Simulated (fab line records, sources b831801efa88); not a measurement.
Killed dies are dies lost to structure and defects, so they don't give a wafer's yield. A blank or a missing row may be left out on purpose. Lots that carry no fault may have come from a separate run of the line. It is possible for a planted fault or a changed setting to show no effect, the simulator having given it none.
Which of the tools did it? | flow gf180mcu | 6 lots, 18 wafers sampled, at 4 steps of a route of 602

WHAT THE GAUGES SHOWED, per wafer
GF_HV_LDD_TW_MEAS_38.
lot  | measured     | on            | HV_LDD_3_TW
L916 | day 13 00:31 | film_metro-04 | 1432 1428 1426
L918 | day 13 20:03 | film_metro-02 | 1441 1440 1441
L924 | day 15 13:37 | film_metro-04 | 1433 1434 1433
L926 | day 16 08:04 | film_metro-03 | 1483 1477 1477
L928 | day 17 00:10 | film_metro-04 | 1425 1435 1432
L935 | day 19 07:22 | film_metro-03 | 1422 1423 1424

WHICH TOOL RAN EACH LOT (tool, then ch and the chambers of the sampled wafers, then the start)
lot  | GF_POLY_GATE_ETCH_13             | GF_POLY_GATE_STRIP_14                | GF_HV_LDD_IMPLANT_36
L916 | rie_si-01 ch 0,2, day 10 13:07   | plasma_asher-04 ch 0,1, day 10 13:10 | implanter-03 ch 0, day 13 00:16
L918 | rie_si-01 ch 0,1, day 11 05:37   | plasma_asher-02 ch 0, day 11 05:40   | implanter-02 ch 0, day 13 19:48
L924 | rie_si-02 ch 0,3, day 12 18:10   | plasma_asher-01 ch 0,1, day 12 18:15 | implanter-03 ch 0, day 15 13:23
L926 | rie_si-02 ch 0,2, day 13 12:13   | plasma_asher-04 ch 0,1, day 13 12:18 | implanter-02 ch 0, day 16 07:51
L928 | rie_si-01 ch 1,2,3, day 14 03:59 | plasma_asher-02 ch 0,1, day 14 04:02 | implanter-03 ch 0, day 16 23:56
L935 | rie_si-01 ch 0,3, day 16 05:49   | plasma_asher-01 ch 0,1, day 16 05:54 | implanter-02 ch 0, day 19 07:08
- GF_POLY_GATE_ETCH_13: etches poly-Si in HBr/Cl2, stops on SiO2, target depth 198.5 nm, time 69.6 s.
- GF_POLY_GATE_STRIP_14: strips in O2/N2.
- GF_HV_LDD_IMPLANT_36

THE ANSWER, worked out from the rows above alone
Rule: the usual values come from the lots themselves. Put in order of their means at a reading, lots are off if they are a third of the lots or fewer, leave a main group of 4 or more, and stand apart from it by a gap of 3 or more times the standard deviation of the main group's means; of several such gaps the widest counts. If all means in a main group match to the digits the tables above print for the reading, that group is not used. Also off: a lot with no number at a reading for which 4 or more lots have one. Any other lot the step has rows for is counted as sound.
Off: at GF_HV_LDD_TW_MEAS_38 (HV_LDD_3_TW), L926. For the main group the mean is 1431 and the standard deviation 5.8.
If a tool, at a process step before that reading, ran all the lots that are off and no sound lot after the first of them, it fits. Gauges at GF_HV_LDD_TW_MEAS_38: tried the same way as those tools. Undecided on this evidence; 2 tools fit (rie_si-02 at GF_POLY_GATE_ETCH_13, plasma_asher-04 at GF_POLY_GATE_STRIP_14).

WHAT THE SIMULATOR HAD INSERTED
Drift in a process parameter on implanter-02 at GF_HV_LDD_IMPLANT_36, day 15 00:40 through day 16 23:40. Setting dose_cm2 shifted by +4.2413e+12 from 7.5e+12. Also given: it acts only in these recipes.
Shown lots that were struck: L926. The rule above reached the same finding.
